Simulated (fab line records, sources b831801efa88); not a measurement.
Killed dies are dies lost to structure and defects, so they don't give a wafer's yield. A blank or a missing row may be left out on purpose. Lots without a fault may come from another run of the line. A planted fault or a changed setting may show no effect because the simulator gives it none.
fab line records | flow sky130
record lots=5 wafers=15 last_day=50
route steps=708 shown NWELL@77 PWDE@84 VT_ADJUST_HVTP@85 VT_ADJUST_LVTN@97
lots that met no fault: from a run of the same line without faults
start_h: hours from the record's first day to the start of the lot's first wafer shown | wait_h: hours since the lot's step before | " the same as in the row above | L1.1+2: a row that stands for several wafers | - no value, or no start given | * or withheld: withheld | < > ~ a bound
route shown NAME@n: a module of which the file shows steps, and the number in the route of the first | usual: mean/standard deviation of fault-free wafers | same: alike in all rows | chamber/n: place in a boat | sites: the reading at each site | _std_site: their standard deviation | _edge_site: outer sites' mean less inner sites' | radius_mm: how far each site lies from the wafer's centre | mask NAME#n: copy n | behind: the tool/chamber that last shaped the wafer | hold: why the lot was held/for how many hours/how that ended | device: the transistor (n, p or np) that didn't switch | end of line: the same wafers' tests at the end of the route | a step without rows: its recipe alone | killed: dies lost to structure and defects at the first sort, not the wafer's yield | map: a wafer's dies, x killed, . not, _ none there
set.NAME: the setting as run; set.NAME@STEP: as run at that earlier step | model.NAME: the simulator's own value behind a step, which no gauge read
lots at some steps of the route; a table a step, a row a wafer
services: from which hour (start_h, from the record's first day; less than 0 if before it) a tool's chamber was out of use, for how many hours, and why
## steps
# step SKY_NWELL_IMPLANT_24
# recipe species=B energy_kev=140 dose_cm2=9.2e+12 tilt_deg=withheld
# step SKY_NWELL_STRIP_25
# recipe chemistry=O2/N2 power_w=1400 pressure_mtorr=1500 platen_temp_c=withheld o2_flow_sccm=3000 n2_flow_sccm=300 overash_fraction=0.5
# usual drypump_motor_current_A=5.5/0.46 oes_product_au=0.722/0.0046 strip_time_to_endpoint_s=36.96/0.11
# columns lot.wafer tool chamber start_h wait_h drypump_motor_current_A oes_product_au rf_hours_counter_h strip_time_to_endpoint_s
L214.2 plasma_asher-01 0 130.86 0.1 4.9 0.731 1 37.20
L214.3 " 0 " " 5.0 0.725 - 37.02
L214.6 " 0 " " 4.9 0.720 - 37.06
L220.1 plasma_asher-01 0 176.87 0.1 4.9 0.727 6 37.16
L220.3 " 0 " " 4.9 0.723 - 37.05
L220.4 " 1 " " 5.7 0.725 - 37.15
L222.2 plasma_asher-03 1 196.77 0.1 6.2 0.729 49 37.05
L222.4 " 0 " " 5.2 0.726 - 37.10
L222.6 " 0 " " 5.2 0.710 - 37.06
L228.1 plasma_asher-03 0 223.03 0.1 5.2 0.721 52 36.96
L228.5 " 1 " " 6.2 0.730 - 36.93
L228.6 " 0 " " 5.3 0.714 - 36.99
L230.1 plasma_asher-03 0 227.32 0.1 5.3 0.732 52 36.83
L230.4 " 0 " " 5.3 0.723 - 36.81
L230.6 " 1 " " 6.2 0.729 - 36.84
# step SKY_NWELL_TW_MEAS_26
# usual NWELL_2_TW=494/3.6
# columns lot.wafer tool chamber start_h wait_h NWELL_2_TW
L214.2 film_metro-01 - 130.97 0.1 491
L214.3 " - " " 491
L214.6 " - " " 492
L220.1 film_metro-01 - 176.97 0.1 492
L220.3 " - " " 493
L220.4 " - " " 492
L222.2 film_metro-04 - 196.88 0.1 492
L222.4 " - " " 494
L222.6 " - " " 492
L228.1 film_metro-01 - 223.13 0.1 488
L228.5 " - " " 490
L228.6 " - " " 489
L230.1 film_metro-04 - 227.42 0.1 494
L230.4 " - " " 496
L230.6 " - " " 497
# step SKY_NWELL_CLEAN_27
# recipe chemistry=SC1/SC2 mix=1:4:20 temp_c=70 time_s=150 dry=n2_spin
# step SKY_NWELL_RTA_28
# recipe temp_c=1050 time_s=30 idle_temp_c=650 ramp_up_c_per_s=150 ramp_down_c_per_s=90 ambient=N2
# usual chamber_o2_ppm=2.003/0.021 lamp_power_pct=25.31/0.058 ramp_up_c_per_s=150.00/0.029 wafer_temp_C_max=1054.8/0.92
# columns lot.wafer tool chamber start_h wait_h chamber_o2_ppm lamp_power_pct ramp_up_c_per_s wafer_temp_C_max
L214.2 rtp_anneal-02 0 131.09 0.0 1.978 25.35 150.04 1053.2
L214.3 " 0 " " 1.980 25.42 150.03 1054.8
L214.6 " 0 " " 1.996 25.26 150.03 1055.6
L220.1 rtp_anneal-01 0 177.08 0.0 1.979 25.21 149.94 1054.5
L220.3 " 0 " " 1.987 25.30 150.01 1054.0
L220.4 " 0 " " 1.990 25.29 150.02 1056.1
L222.2 rtp_anneal-02 0 197.00 0.0 1.997 25.27 149.98 1054.3
L222.4 " 0 " " 1.986 25.38 150.02 1053.3
L222.6 " 0 " " 1.981 25.31 150.01 1054.8
L228.1 rtp_anneal-02 0 223.24 0.0 2.034 25.34 150.01 1054.9
L228.5 " 0 " " 2.025 25.27 150.00 1054.3
L228.6 " 0 " " 2.012 25.30 150.01 1054.8
L230.1 rtp_anneal-01 0 227.53 0.0 1.999 25.42 150.01 1055.1
L230.4 " 0 " " 2.022 25.26 150.01 1055.0
L230.6 " 0 " " 2.036 25.29 149.98 1055.9
# step SKY_NWELL_RS_MEAS_29
# recipe thk_meas_gauge=four-point-probe
# usual NWELL_RS=624.0/1.4
# columns lot.wafer tool chamber start_h wait_h NWELL_RS[ohm/sq]
L214.2 film_metro-02 - 131.19 0.1 625.3
L214.3 " - " " 623.9
L214.6 " - " " 625.7
L220.1 film_metro-04 - 177.18 0.1 624.2
L220.3 " - " " 624.8
L220.4 " - " " 623.4
L222.2 film_metro-02 - 197.10 0.1 623.8
L222.4 " - " " 624.7
L222.6 " - " " 622.4
L228.1 film_metro-01 - 223.44 0.2 622.2
L228.5 " - " " 622.6
L228.6 " - " " 622.7
L230.1 film_metro-01 - 227.63 0.1 625.4
L230.4 " - " " 625.6
L230.6 " - " " 623.0
# step SKY_NWELL_RS_MEAS_31
# recipe thk_meas_gauge=four-point-probe
# usual PWDE_RS=5270/18
# columns lot.wafer tool chamber start_h wait_h PWDE_RS[ohm/sq]
L214.2 film_metro-02 - 131.43 0.1 5278
L214.3 " - " " 5254
L214.6 " - " " 5270
L220.1 film_metro-04 - 177.42 0.1 5273
L220.3 " - " " 5262
L220.4 " - " " 5286
L222.2 film_metro-02 - 197.34 0.1 5273
L222.4 " - " " 5289
L222.6 " - " " 5272
L228.1 film_metro-01 - 223.68 0.1 5303
L228.5 " - " " 5279
L228.6 " - " " 5309
L230.1 film_metro-01 - 227.87 0.1 5245
L230.4 " - " " 5258
L230.6 " - " " 5264
# step SKY_VT_ADJUST_HVTP_DEHYDRATE_00
# recipe temp_c=200 time_s=60
# step SKY_VT_ADJUST_HVTP_HMDS_01
# recipe prime_time_s=60 prime_temp_c=120
# step SKY_VT_ADJUST_HVTP_COAT_02
# recipe resist=NOVOLAK spin_rpm=2955 resist_thk_nm=1140
# step SKY_VT_ADJUST_HVTP_SOFTBAKE_03
# recipe temp_c=90 time_s=60 resist=NOVOLAK
# step SKY_VT_ADJUST_HVTP_EXPOSE_04
# recipe mask_id=HVTPM na=0.6 source_shape=conventional sigma_outer=0.6 polarization=unpolarized target_cd_nm=380 dose_mj=140
# columns lot.wafer tool chamber start_h wait_h mask
L214.2+3+6 iline_stepper-01 0 140.41 - HVTPM#0
L220.1+3+4 iline_stepper-02 0 188.41 - NWM_COMPLEMENT#0
L222.2+4+6 iline_stepper-02 0 208.63 - HVTPM#0
L228.1+5+6 iline_stepper-02 0 234.82 - HVTPM#0
L230.1+4+6 iline_stepper-02 0 239.06 - HVTPM#0
# step SKY_VT_ADJUST_HVTP_PEB_05
# recipe temp_c=withheld time_s=* resist=NOVOLAK
# step SKY_VT_ADJUST_HVTP_DEVELOP_06
# recipe resist=NOVOLAK developer=TMAH develop_time_s=60 dev_temp_c=23
# step SKY_VT_ADJUST_HVTP_CD_MEAS_07
# recipe target_cd_nm=380
# usual cd_nm=380.0/2.5
# columns lot.wafer tool chamber start_h wait_h cd_nm
L214.2 cd_sem-01 - 149.34 0.1 379.4
L214.3 " - " " 377.7
L214.6 " - " " 379.4
L220.1 cd_sem-01 - 199.18 0.3 -
L220.3 " - " " -
L220.4 " - " " -
L222.2 cd_sem-01 - 220.36 1.8 382.2
L222.4 " - " " 382.7
L222.6 " - " " 381.7
L228.1 cd_sem-02 - 246.01 0.1 378.7
L228.5 " - " " 379.1
L228.6 " - " " 376.4
L230.1 cd_sem-01 - 250.07 0.1 381.0
L230.4 " - " " 380.0
L230.6 " - " " 378.6
# step SKY_VT_ADJUST_HVTP_OVL_MEAS_08
# usual VT_ADJUST_HVTP_OVL=0.0/1.2
# columns lot.wafer tool chamber start_h wait_h VT_ADJUST_HVTP_OVL[nm]
L214.2 overlay-02 - 149.45 0.1 3.0
L214.3 " - " " 1.8
L214.6 " - " " 0.9
L220.1 overlay-02 - 199.30 0.1 -
L220.3 " - " " -
L220.4 " - " " -
L222.2 overlay-01 - 220.46 0.1 -0.4
L222.4 " - " " 1.7
L222.6 " - " " -2.9
L228.1 overlay-02 - 246.13 0.1 0.5
L228.5 " - " " 0.3
L228.6 " - " " 1.9
L230.1 overlay-01 - 250.19 0.1 -1.3
L230.4 " - " " -0.7
L230.6 " - " " 0.2
# step SKY_VT_ADJUST_HVTP_IMPLANT_09
# recipe species=As energy_kev=150 dose_cm2=4.3e+12 tilt_deg=withheld
# step SKY_VT_ADJUST_HVTP_STRIP_10
# recipe chemistry=O2/N2 power_w=1400 pressure_mtorr=1500 platen_temp_c=withheld o2_flow_sccm=3000 n2_flow_sccm=300 overash_fraction=0.5
# usual drypump_motor_current_A=5.6/0.48 oes_product_au=0.717/0.0046 strip_time_to_endpoint_s=14.275/0.029
# columns lot.wafer tool chamber start_h wait_h drypump_motor_current_A oes_product_au rf_hours_counter_h strip_time_to_endpoint_s
L214.2 plasma_asher-02 1 149.63 0.1 5.2 0.719 33 14.310
L214.3 " 1 " " 5.2 0.714 - 14.276
L214.6 " 1 " " 5.2 0.720 - 14.269
L220.1 plasma_asher-01 1 199.49 0.1 5.7 0.722 8 14.244
L220.3 " 1 " " 5.7 0.721 - 14.299
L220.4 " 0 " " 4.9 0.723 - 14.225
L222.2 plasma_asher-03 1 220.64 0.1 6.2 0.716 51 14.281
L222.4 " 1 " " 6.2 0.712 - 14.264
L222.6 " 1 " " 6.3 0.717 - 14.299
L228.1 plasma_asher-02 0 246.32 0.1 6.1 0.717 43 14.285
L228.5 " 0 " " 6.1 0.717 - 14.283
L228.6 " 1 " " 5.2 0.721 - 14.317
L230.1 plasma_asher-03 0 250.38 0.1 5.2 0.707 55 14.269
L230.4 " 0 " " 5.2 0.719 - 14.260
L230.6 " 0 " " 5.2 0.724 - 14.275
# step SKY_VT_ADJUST_HVTP_TW_MEAS_11
# usual VT_ADJUST_HVTP_TW=1350/9.6
# columns lot.wafer tool chamber start_h wait_h VT_ADJUST_HVTP_TW
L214.2 film_metro-03 - 149.74 0.1 1338
L214.3 " - " " 1342
L214.6 " - " " 1343
L220.1 film_metro-01 - 199.59 0.1 30
L220.3 " - " " 30
L220.4 " - " " 30
L222.2 film_metro-01 - 220.75 0.1 1338
L222.4 " - " " 1332
L222.6 " - " " 1337
L228.1 film_metro-03 - 246.42 0.1 1345
L228.5 " - " " 1351
L228.6 " - " " 1349
L230.1 film_metro-03 - 250.48 0.1 1352
L230.4 " - " " 1351
L230.6 " - " " 1356
# step SKY_VT_ADJUST_LVTN_DEHYDRATE_00
# recipe temp_c=200 time_s=60
## services
# columns tool chamber start_h hours kind
plasma_asher-01 - 108.75 9.0 pm
plasma_asher-01 0 108.75 9.0 vent_cycle
plasma_asher-01 1 108.75 9.0 vent_cycle
plasma_asher-01 0 117.75 - clean
plasma_asher-01 1 117.75 - clean
iline_stepper-01 0 121.50 - calibration
iline_stepper-01 - 186.25 4.4 pm
iline_stepper-02 - 193.80 7.2 repair
iline_stepper-01 - 205.32 3.6 repair
iline_stepper-02 - 228.88 1.7 pm
iline_stepper-01 - 238.76 1.7 pm
## key
first_sign step=SKY_VT_ADJUST_HVTP_EXPOSE_04 reading=mask direction=changed
effect step=SKY_VT_ADJUST_HVTP_CD_MEAS_07 reading=cd_nm direction=missing
effect step=SKY_VT_ADJUST_HVTP_OVL_MEAS_08 reading=VT_ADJUST_HVTP_OVL direction=missing
effect step=SKY_VT_ADJUST_HVTP_TW_MEAS_11 reading=VT_ADJUST_HVTP_TW direction=down sigmas=99+ usual=1350 struck=30
met_at SKY_VT_ADJUST_HVTP_EXPOSE_04
struck_wafers L220.1,L220.3,L220.4
sort_left_out L220.1,L220.3,L220.4
tester_left_out L220
fault kind=wrong_mask tool=any chamber=- onset_h=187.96 steps=SKY_VT_ADJUST_HVTP_EXPOSE_04 aux_copy=NWM_COMPLEMENT#0 scope=struck_lots_only
# tester_left_out: of these lots the tester's yield and bins aren't shown, on N5 and GAA mostly nor the transistor test; their killed dies are dies lost to structure and defects alone, not to doping, threshold or leakage, so they don't give the yield
# sort_left_out: the simulated sort isn't trusted on such a fault, so these wafers' sort isn't shown, and their yield isn't known
